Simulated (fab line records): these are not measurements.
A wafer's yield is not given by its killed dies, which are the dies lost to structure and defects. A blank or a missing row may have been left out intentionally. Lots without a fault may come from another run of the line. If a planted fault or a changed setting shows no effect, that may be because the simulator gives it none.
fab line records ; flow sky130
record: lots: 6; wafers: 16; last-day: 50
route steps=708 shown VT_ADJUST_PCH@151 SONOS_TUNNEL@154 PAD_OPEN@708
lots that met no fault: from a run of the same line without faults
start-h: the number of hours between the record's first day and the start of the first shown wafer of the lot ; wait-h: hours elapsed since this lot's preceding step ; " identical to the entry in the row above ; L1.1+2: a single row standing in for several wafers ; - no value, or no start given ; * or withheld: withheld ; < > ~ a bound
route shown NAME@n: names a module that has steps shown in the file, with the first one's number in the route ; usual: mean/standard deviation of fault-free wafers ; same: alike in all rows ; chamber/n: place in a boat ; sites: readings site by site ; _std_site: the values' standard deviation ; _edge_site: outer sites' mean less inner sites' ; radius-mm: for every site, how far away it sits from the centre of the wafer ; mask NAME#n: copy n ; behind: tool/chamber where the wafer was last shaped ; hold: cause of the lot's hold/its duration in hours/its outcome ; device: whichever transistor did not switch (one of n, p or np) ; end of line: the route-end tests of the same wafers ; a step without rows: its recipe alone ; killed: count of dies lost to structure and defects at first sort (not the wafer's yield) ; map: a wafer's dies, x killed, . not, _ none there
set.NAME: the setting that was run; set.NAME@STEP: the one run at that earlier step ; model.NAME: the simulator's own value behind a step, which no gauge read
lots seen at some steps along the route; tables by step, rows by wafer
services: the hour from which a tool's chamber was out of use, counted from the record's first day as start-h (under 0 if before that day), plus the number of hours and why
== steps ==
step: SKY_VT_ADJUST_PCH_IMPLANT_08
recipe: species: B; energy-kev: 10; dose-cm2: 5e+11; tilt-deg: withheld
step: SKY_VT_ADJUST_PCH_STRIP_09
recipe: chemistry: O2/N2; power-w: 1400; pressure-mtorr: 1500; platen-temp-c: withheld; o2-flow-sccm: 3000; n2-flow-sccm: 300; overash-fraction: 0.5
usual: drypump-motor-current-A: 5.4/0.45; oes-product-au: 0.722/0.0048; strip-time-to-endpoint-s: 36.87/0.078
lot.wafer;tool;chamber;start-h;wait-h;drypump-motor-current-A;oes-product-au;rf-hours-counter-h;strip-time-to-endpoint-s
L647.1;plasma-asher-04;0;228.09;0.1;5.3;0.724;55;36.97
L647.2;plasma-asher-04;1;228.09;0.1;5.1;0.728;55;36.91
L647.5;plasma-asher-04;0;228.09;0.1;5.2;0.733;-;36.92
L657.4;plasma-asher-02;1;295.91;0.1;5.1;0.719;-;36.66
L658.2;plasma-asher-04;1;306.17;0.1;5.1;0.723;63;36.82
L658.4;plasma-asher-04;0;306.17;0.1;5.2;0.723;-;36.76
L658.5;plasma-asher-04;0;306.17;0.1;5.2;0.729;-;36.86
L660.2;plasma-asher-01;1;322.18;0.1;6.2;0.730;19;36.74
L660.4;plasma-asher-01;1;322.18;0.1;6.1;0.722;-;36.81
L660.6;plasma-asher-01;0;322.18;0.1;5.3;0.733;-;36.78
L665.1;plasma-asher-04;0;362.64;0.1;5.3;0.723;67;36.90
L665.3;plasma-asher-04;1;362.64;0.1;5.1;0.722;-;36.77
L665.6;plasma-asher-04;1;362.64;0.1;5.1;0.721;-;36.82
L669.1;plasma-asher-02;0;394.93;0.1;6.3;0.710;70;37.08
L669.3;plasma-asher-02;1;394.93;0.1;5.1;0.718;-;36.95
L669.6;plasma-asher-02;1;394.93;0.1;5.1;0.728;-;36.97
step: SKY_VT_ADJUST_PCH_TW_MEAS_10
usual: VT_ADJUST_PCH_TW: 143.3/1.4
lot.wafer;tool;chamber;start-h;wait-h;VT_ADJUST_PCH_TW
L647.1;film-metro-02;-;228.19;0.1;141.3
L647.2;film-metro-02;-;228.19;0.1;141.4
L647.5;film-metro-02;-;228.19;0.1;141.2
L657.4;film-metro-01;-;296.00;0.1;144.9
L658.2;film-metro-03;-;306.28;0.1;142.6
L658.4;film-metro-03;-;306.28;0.1;143.9
L658.5;film-metro-03;-;306.28;0.1;143.2
L660.2;film-metro-02;-;322.29;0.1;140.8
L660.4;film-metro-02;-;322.29;0.1;141.5
L660.6;film-metro-02;-;322.29;0.1;141.0
L665.1;film-metro-03;-;362.74;0.1;143.5
L665.3;film-metro-03;-;362.74;0.1;143.6
L665.6;film-metro-03;-;362.74;0.1;142.9
L669.1;film-metro-03;-;395.03;0.1;143.2
L669.3;film-metro-03;-;395.03;0.1;141.9
L669.6;film-metro-03;-;395.03;0.1;142.5
step: SKY_SONOS_TUNNEL_DEHYDRATE_00
recipe: temp-c: 200; time-s: 60
step: SKY_SONOS_TUNNEL_HMDS_01
recipe: prime-time-s: 60; prime-temp-c: 120
step: SKY_SONOS_TUNNEL_COAT_02
recipe: resist: NOVOLAK; spin-rpm: 3000; resist-thk-nm: 1140
step: SKY_SONOS_TUNNEL_SOFTBAKE_03
recipe: temp-c: 90; time-s: 60; resist: NOVOLAK
step: SKY_SONOS_TUNNEL_EXPOSE_04
recipe: mask-id: TUNM; na: 0.6; source-shape: conventional; sigma-outer: 0.6; polarization: unpolarized; target-cd-nm: 410; dose-mj: 136
step: SKY_SONOS_TUNNEL_PEB_05
recipe: temp-c: withheld; time-s: *; resist: NOVOLAK
step: SKY_SONOS_TUNNEL_DEVELOP_06
recipe: resist: NOVOLAK; developer: TMAH; develop-time-s: 60; dev-temp-c: 23
step: SKY_SONOS_TUNNEL_CD_MEAS_07
recipe: target-cd-nm: 410
usual: cd-nm: 409.7/2.5
lot.wafer;tool;chamber;start-h;wait-h;cd-nm
L647.1;cd-sem-01;-;251.39;0.1;409.8
L647.2;cd-sem-01;-;251.39;0.1;411.1
L647.5;cd-sem-01;-;251.39;0.1;410.9
L657.4;cd-sem-01;-;321.70;0.1;413.2
L658.2;cd-sem-01;-;332.96;0.1;407.7
L658.4;cd-sem-01;-;332.96;0.1;406.1
L658.5;cd-sem-01;-;332.96;0.1;407.1
L660.2;cd-sem-02;-;349.57;0.1;411.5
L660.4;cd-sem-02;-;349.57;0.1;411.1
L660.6;cd-sem-02;-;349.57;0.1;410.2
L665.1;cd-sem-02;-;391.09;0.1;411.6
L665.3;cd-sem-02;-;391.09;0.1;409.6
L665.6;cd-sem-02;-;391.09;0.1;408.5
L669.1;cd-sem-01;-;424.08;0.1;407.2
L669.3;cd-sem-01;-;424.08;0.1;408.2
L669.6;cd-sem-01;-;424.08;0.1;406.9
step: SKY_SONOS_TUNNEL_OVL_MEAS_08
usual: SONOS_TUNNEL_OVL: -0.2/1.6
lot.wafer;tool;chamber;start-h;wait-h;SONOS_TUNNEL_OVL[nm]
L647.1;overlay-02;-;251.51;0.1;-0.8
L647.2;overlay-02;-;251.51;0.1;-0.7
L647.5;overlay-02;-;251.51;0.1;-0.7
L657.4;overlay-02;-;321.77;0.1;1.0
L658.2;overlay-01;-;333.12;0.1;1.3
L658.4;overlay-01;-;333.12;0.1;-0.3
L658.5;overlay-01;-;333.12;0.1;1.7
L660.2;overlay-01;-;349.67;0.1;1.3
L660.4;overlay-01;-;349.67;0.1;2.0
L660.6;overlay-01;-;349.67;0.1;3.1
L665.1;overlay-02;-;391.21;0.1;-2.4
L665.3;overlay-02;-;391.21;0.1;-0.3
L665.6;overlay-02;-;391.21;0.1;-0.3
L669.1;overlay-02;-;424.20;0.1;-2.6
L669.3;overlay-02;-;424.20;0.1;0.8
L669.6;overlay-02;-;424.20;0.1;-0.3
step: SKY_SONOS_TUNNEL_IMPLANT_09
recipe: species: B; energy-kev: 20; dose-cm2: 1e+12; tilt-deg: withheld
same: implant-ion-amu: 11
lot.wafer;tool;chamber;start-h;wait-h
L647.1+2+5;implanter-02;0;251.54;0.0
L657.4;implanter-02;0;321.87;0.1
L658.2+4+5;implanter-02;0;333.18;0.0
L660.2+4+6;implanter-01;0;349.73;0.0
L665.1+3+6;implanter-01;0;391.24;0.0
L669.1+3+6;implanter-02;0;424.24;0.0
step: SKY_SONOS_TUNNEL_WET_ETCH_10
recipe: chemistry: dHF; target-depth-nm: 14; target: SiO2; dilution: 100:1; temp-c: 25; time-s: 280
step: SKY_SONOS_TUNNEL_STRIP_11
recipe: chemistry: SPM; time-s: 600; temp-c: 130
step: SKY_SONOS_TUNNEL_TW_MEAS_12
usual: SONOS_TUNNEL_TW: 198.9/1.2
lot.wafer;tool;chamber;start-h;wait-h;hold;SONOS_TUNNEL_TW
L647.1;film-metro-04;-;251.98;0.0;-;196.8
L647.2;film-metro-04;-;251.98;0.0;-;198.1
L647.5;film-metro-04;-;251.98;0.0;-;197.9
L657.4;film-metro-01;-;322.23;0.0;await-dispo/0.2h/release;178.8
L657.4;film-metro-01;-;322.46;0.2;-;178.6
L658.2;film-metro-03;-;333.58;0.0;await-dispo/0.2h/release;177.2
L658.4;film-metro-03;-;333.58;0.0;await-dispo/0.2h/release;177.3
L658.5;film-metro-03;-;333.58;0.0;await-dispo/0.2h/release;199.2
L658.2;film-metro-03;-;333.88;0.3;-;177.4
L658.4;film-metro-03;-;333.88;0.3;-;178.3
L658.5;film-metro-03;-;333.88;0.3;-;198.7
L660.2;film-metro-01;-;350.12;0.0;-;199.4
L660.4;film-metro-01;-;350.12;0.0;-;200.7
L660.6;film-metro-01;-;350.12;0.0;-;200.8
L665.1;film-metro-01;-;391.65;0.0;-;200.9
L665.3;film-metro-01;-;391.65;0.0;-;201.0
L665.6;film-metro-01;-;391.65;0.0;-;199.8
L669.1;film-metro-01;-;424.65;0.0;-;200.0
L669.3;film-metro-01;-;424.65;0.0;-;198.7
L669.6;film-metro-01;-;424.65;0.0;-;199.2
step: SKY_PAD_OPEN_PROBE_99
usual: killed_at_M0_to_M3: 43/6.5; killed_at_M4_up: 3.1/1.8; killed-at-contacts: 24/5.6; killed-at-front-end: 15/4.2; killed-at-other: 0.3/0.5; killed-dies: 86/8.9; killed-open: 47/6.9; killed-short: 39/5.9
same: gross-dies: 492; killed-at-back-side: 0
lot.wafer;tool;chamber;start-h;wait-h;killed_at_M0_to_M3;killed_at_M4_up;killed-at-contacts;killed-at-front-end;killed-at-other;killed-dies;killed-open;killed-short;model.etest.tip-sonos.rs-ohm-sq-range;model.etest.tip-sonos.rs-ohm-sq-rim-less-centre;model.etest.sonos-uncharged.r-on-ohm-um;model.etest.sonos-programmed.off-log10-a-um;model.etest.sonos-programmed.vt-v;model.etest.sonos-baked.vt-v;model.etest.sonos-uncharged.vt-v;model.etest.sonos-erased.vt-v
L647.1;prober-01;-;1073.52;0.1;51;6;20;11;0;88;49;39;40.19;1.187;809.1;-14.08;1.702;1.104;-0.3956;-2.467
L647.2;prober-01;-;1073.57;0.1;52;6;13;24;0;95;57;38;32.15;10.12;817.4;-13.98;1.591;0.9895;-0.4009;-2.416
L647.5;prober-01;-;1073.72;0.2;43;6;26;20;0;95;52;43;56.81;35.92;803.1;-14.06;1.59;1.024;-0.4164;-2.431
L657.4;prober-02;-;1129.54;0.2;42;4;21;18;0;85;41;44;101.2;22.83;763.8;-13.43;1.444;0.9044;-0.5792;-2.52
L658.2;prober-01;-;1136.65;0.1;51;3;30;17;0;101;53;48;96.7;28.66;760.8;-12.95;1.3;0.7967;-0.564;-2.388
L658.4;prober-01;-;1136.75;0.2;36;1;26;21;1;85;45;40;91.1;30.45;768.2;-13.04;1.31;0.8154;-0.5513;-2.402
L658.5;prober-01;-;1136.80;0.2;49;1;21;13;0;84;47;37;31.15;-4.445;790.3;-13.98;1.4;0.9087;-0.4064;-2.234
L660.2;prober-01;-;1148.43;0.1;47;0;24;20;0;91;52;39;51;-4.142;808.5;-14.02;1.574;1.057;-0.4279;-2.261
L660.4;prober-01;-;1148.53;0.2;38;2;33;16;0;89;49;40;33.2;0.7949;810.9;-13.9;1.524;0.9723;-0.4742;-2.296
L660.6;prober-01;-;1148.63;0.2;40;3;24;12;0;79;52;27;46.74;10.76;800;-13.99;1.477;0.9493;-0.4561;-2.301
L665.1;prober-02;-;1174.86;0.1;45;1;26;16;0;88;45;43;28.46;-5.529;815;-14.02;1.49;0.9921;-0.4293;-2.35
L665.3;prober-02;-;1174.96;0.2;42;4;26;16;1;89;46;43;19.65;7.39;803.7;-14.01;1.563;1.072;-0.4244;-2.313
L665.6;prober-02;-;1175.11;0.2;51;2;25;17;0;95;55;40;32.74;-4.543;802.3;-13.93;1.494;1.016;-0.4334;-2.357
L669.1;prober-02;-;1190.41;0.1;46;1;35;11;0;93;51;42;50.1;-9.48;812.4;-13.95;1.474;0.9432;-0.4587;-2.24
L669.3;prober-02;-;1190.51;0.2;52;2;35;16;1;106;47;59;38.42;-24.02;825.1;-14.01;1.392;0.8818;-0.424;-2.138
L669.6;prober-02;-;1190.66;0.2;38;1;32;17;1;89;52;37;31.25;-9.948;848.1;-13.81;1.502;1.035;-0.39;-2.262
killed by level:class
L647.1 VIA1:geometric-particle:open=12 METAL1:geometric-particle:short=11 VIA2:geometric-particle:open=7 LI_CONTACT:geometric-particle:open=5 CONTACT:geometric-particle:open=5 VIA1:geometric-particle:short=5 METAL4:geometric-particle:short=5 SPACER:geometric-particle:open=4
L647.2 VIA1:geometric-particle:open=13 VIA2:geometric-particle:open=8 FIELD_ISO:geometric-particle:open=7 VIA3:geometric-particle:open=7 VIA3:geometric-particle:short=5 METAL2:geometric-particle:short=5 METAL4:geometric-particle:short=5 FIELD_ISO:geometric-particle:short=4
L647.5 FIELD_ISO:geometric-particle:open=7 LI_CONTACT:geometric-particle:open=7 VIA1:geometric-particle:open=7 VIA3:geometric-particle:short=6 LOCAL_INTERCONNECT:geometric-particle:short=6 CONTACT:geometric-particle:open=6 METAL1:geometric-particle:short=6 METAL2:geometric-particle:short=6
L657.4 METAL1:geometric-particle:short=9 CONTACT:geometric-particle:open=7 VIA1:geometric-particle:open=7 FIELD_ISO:geometric-particle:open=6 METAL2:geometric-particle:short=6 LI_CONTACT:geometric-particle:short=5 FIELD_ISO:geometric-particle:short=4 LOCAL_INTERCONNECT:geometric-particle:short=4
L658.2 CONTACT:geometric-particle:open=16 POLY_GATE:geometric-particle:open=9 VIA2:geometric-particle:short=9 VIA1:geometric-particle:short=7 VIA3:geometric-particle:open=7 LI_CONTACT:geometric-particle:short=6 METAL2:geometric-particle:short=6 VIA2:geometric-particle:open=6
L658.4 VIA2:geometric-particle:open=11 CONTACT:geometric-particle:open=6 CONTACT:geometric-particle:short=5 POLY_GATE:geometric-particle:short=5 POLY_GATE:geometric-particle:open=5 LI_CONTACT:geometric-particle:open=5 LOCAL_INTERCONNECT:geometric-particle:short=5 FIELD_ISO:geometric-particle:open=4
L658.5 CONTACT:geometric-particle:open=13 VIA1:geometric-particle:open=13 VIA2:geometric-particle:open=8 METAL1:geometric-particle:short=7 METAL2:geometric-particle:short=6 VIA2:geometric-particle:short=5 POLY_GATE:geometric-particle:open=4 POLY_GATE:geometric-particle:short=4
L660.2 VIA1:geometric-particle:open=15 CONTACT:geometric-particle:open=9 VIA1:geometric-particle:short=7 VIA2:geometric-particle:open=7 FIELD_ISO:geometric-particle:open=6 LI_CONTACT:geometric-particle:open=5 FIELD_ISO:geometric-particle:short=4 LOCAL_INTERCONNECT:geometric-particle:short=4
L660.4 CONTACT:geometric-particle:open=11 LI_CONTACT:geometric-particle:open=9 LOCAL_INTERCONNECT:geometric-particle:short=9 VIA1:geometric-particle:open=7 VIA2:geometric-particle:open=7 VIA3:geometric-particle:short=6 FIELD_ISO:geometric-particle:short=4 POLY_GATE:geometric-particle:open=4
L660.6 CONTACT:geometric-particle:open=13 VIA3:geometric-particle:open=9 VIA1:geometric-particle:open=9 LI_CONTACT:geometric-particle:open=5 VIA2:geometric-particle:open=5 METAL1:geometric-particle:short=4 VIA2:geometric-particle:short=4 FIELD_ISO:geometric-particle:open=3
L665.1 VIA3:geometric-particle:open=9 METAL1:geometric-particle:short=8 VIA1:geometric-particle:open=8 CONTACT:geometric-particle:open=7 LI_CONTACT:geometric-particle:open=7 VIA1:geometric-particle:short=6 FIELD_ISO:geometric-particle:short=5 POLY_GATE:geometric-particle:open=5
L665.3 VIA1:geometric-particle:open=14 LI_CONTACT:geometric-particle:open=8 CONTACT:geometric-particle:short=7 CONTACT:geometric-particle:open=7 VIA1:geometric-particle:short=7 VIA3:geometric-particle:open=4 METAL2:geometric-particle:short=4 VIA2:geometric-particle:open=4
L665.6 CONTACT:geometric-particle:open=13 VIA2:geometric-particle:open=8 VIA3:geometric-particle:open=8 VIA1:geometric-particle:open=7 METAL3:geometric-particle:short=6 LI_CONTACT:geometric-particle:open=5 VIA1:geometric-particle:short=5 POLY_GATE:geometric-particle:short=4
L669.1 CONTACT:geometric-particle:open=12 LI_CONTACT:geometric-particle:open=8 METAL2:geometric-particle:short=8 VIA1:geometric-particle:open=8 VIA2:geometric-particle:open=8 LOCAL_INTERCONNECT:geometric-particle:short=7 CONTACT:geometric-particle:short=6 VIA1:geometric-particle:short=5
L669.3 CONTACT:geometric-particle:open=14 METAL2:geometric-particle:short=9 VIA1:geometric-particle:short=9 LI_CONTACT:geometric-particle:open=8 CONTACT:geometric-particle:short=8 VIA1:geometric-particle:open=7 POLY_GATE:geometric-particle:short=7 VIA3:geometric-particle:open=5
L669.6 VIA1:geometric-particle:open=12 CONTACT:geometric-particle:open=11 LI_CONTACT:geometric-particle:open=10 CONTACT:geometric-particle:short=8 METAL2:geometric-particle:short=5 VIA2:geometric-particle:open=5 POLY_CUT:geometric-particle:open=4 VIA3:geometric-particle:open=4
== services ==
tool;chamber;start-h;hours;kind
implanter-02;-;206.39;3.0;pm
plasma-asher-04;-;207.25;3.2;repair
implanter-01;-;265.01;2.3;repair
implanter-01;-;267.98;4.0;repair
plasma-asher-02;-;298.87;1.3;repair
implanter-01;-;324.87;1.2;repair
plasma-asher-04;-;337.42;14.6;pm
implanter-01;-;357.34;33.9;pm
plasma-asher-02;-;389.29;1.5;repair
plasma-asher-04;-;421.25;9.0;pm
plasma-asher-04;0;421.25;9.0;vent-cycle
plasma-asher-04;1;421.25;9.0;vent-cycle
== key ==
first-sign: step: SKY_SONOS_TUNNEL_TW_MEAS_12; reading: visit; direction: added
effect: step: SKY_SONOS_TUNNEL_TW_MEAS_12; reading: SONOS_TUNNEL_TW; direction: down; sigmas: 17; usual: 198.9; struck: 177.8
model-effect: step: SKY_PAD_OPEN_PROBE_99; value: etest.tip-sonos.rs-ohm-sq-range; without: 32.06; struck: 96.33
met-at SKY_SONOS_TUNNEL_IMPLANT_09
struck-wafers L657.4,L658.2,L658.4
tester-left-out L657,L658
onset-between 251.54 321.87
fault: kind: process-parameter-drift; tool: implanter-02; chamber: -; onset-h: 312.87; steps: SKY_SONOS_TUNNEL_IMPLANT_09; channel: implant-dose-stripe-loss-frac; offset: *; shape: step; end-h: 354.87; scope: struck-wafers-only
tester-left-out: of these lots the tester's yield and bins aren't shown, on N5 and GAA mostly nor the transistor test; their killed dies are dies lost to structure and defects alone, not to doping, threshold or leakage, so they don't give the yield
